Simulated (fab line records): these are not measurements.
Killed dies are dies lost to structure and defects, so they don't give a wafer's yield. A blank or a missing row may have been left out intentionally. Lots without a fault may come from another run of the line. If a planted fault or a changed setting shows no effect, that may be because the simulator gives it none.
8D (eight disciplines) problem report, filled in by code | flow sfqLine | the parts of the form that need people (team, actions taken, sign-off) are left out

## 1. WHAT IS WRONG
Wafers without a fault read 217 s, standard deviation 9.3; timeToEndpointS at SFQ_TRILAYER_I4_CMP_CMP_100 reads a mean of 117 s on 3 wafers belonging to 3 lots. Relative to the usual mean, that is a shift of -11 standard deviations.
The step: polishes SiO2.
First seen on wafer L422.2, day 45 16:48, on cmp-02. Wafers with a number at this step in the record: 43, from 15 lots. Rule for "out" (also "out of limits"): further than 4 standard deviations from the usual mean. Any other wafer with a number is counted as sound.

## 2. WHAT THIS IS AND IS NOT
question                    | is                     | is not
which readings at this step | timeToEndpointS        | motorCurrentA
which lots                  | L422, L423, L424       | L409, L410, L411, L412, L413, L416, L417, L418, L419, L420, L421, L430
which wafers of those lots  | L422.2, L423.4, L424.2 | L422.3, L422.5, L423.3, L424.6
read on which tools         | cmp-02                 | cmp-01
when                        | from day 45 16:48      | up to then (33 sound wafers); but 7 sound wafers of L422, L423, L424, L430 came after

## 3. WHAT RULES OUT EACH SUSPECT
Counting: a tool at a process step up to the reading stays a suspect if it ran every lot that is out. Sound lots after the first of them don't rule it out here, since some wafers of a struck lot are sound.
- cmp-02 at SFQ_TRILAYER_I4_CMP_CMP_100 (polishes SiO2): kept. Every lot that is out went through it, the first being L422 (day 45 16:48); the last sound lot it ran before that was L421 (day 45 14:18). Its own timeToEndpointS readings are out on those wafers.
Left after counting: cmp-02 at SFQ_TRILAYER_I4_CMP_CMP_100.

## 4. THE CAUSE (what the simulator had put in)
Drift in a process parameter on cmp-02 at SFQ_TRILAYER_I4_CMP_CMP_100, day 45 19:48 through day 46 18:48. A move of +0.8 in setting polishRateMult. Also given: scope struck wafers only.
This tool alone remained once counting was done.

## 5. SEQUENCE OF EFFECTS, ordered by route
One row per reading whose mean, taken over the struck wafers that have a number, lies over 3 standard deviations from the usual. Only readings whose record carries a usual standard deviation are examined. hours: median over the lots of the time between each lot's start at the first step of this table that gives one and its start at this step. sigmas: the change, counted in usual standard deviations.
hours | step                        | reading         | usual | on struck wafers | change | sigmas
0     | SFQ_TRILAYER_I4_CMP_CMP_100 | timeToEndpointS | 217 s | 117              | -100   | -11
Process steps it contains:
- SFQ_TRILAYER_I4_CMP_CMP_100: polishes SiO2.
Later measuring or inspecting steps at which every struck wafer that the step has a row for has a number for every such reading, and none has moved that far: SFQ_M5_OVL_MEAS_932.

## 6. HOW IT WOULD HAVE BEEN CAUGHT EARLIER
In this record the first reading out of limits was taken at day 45 16:48.
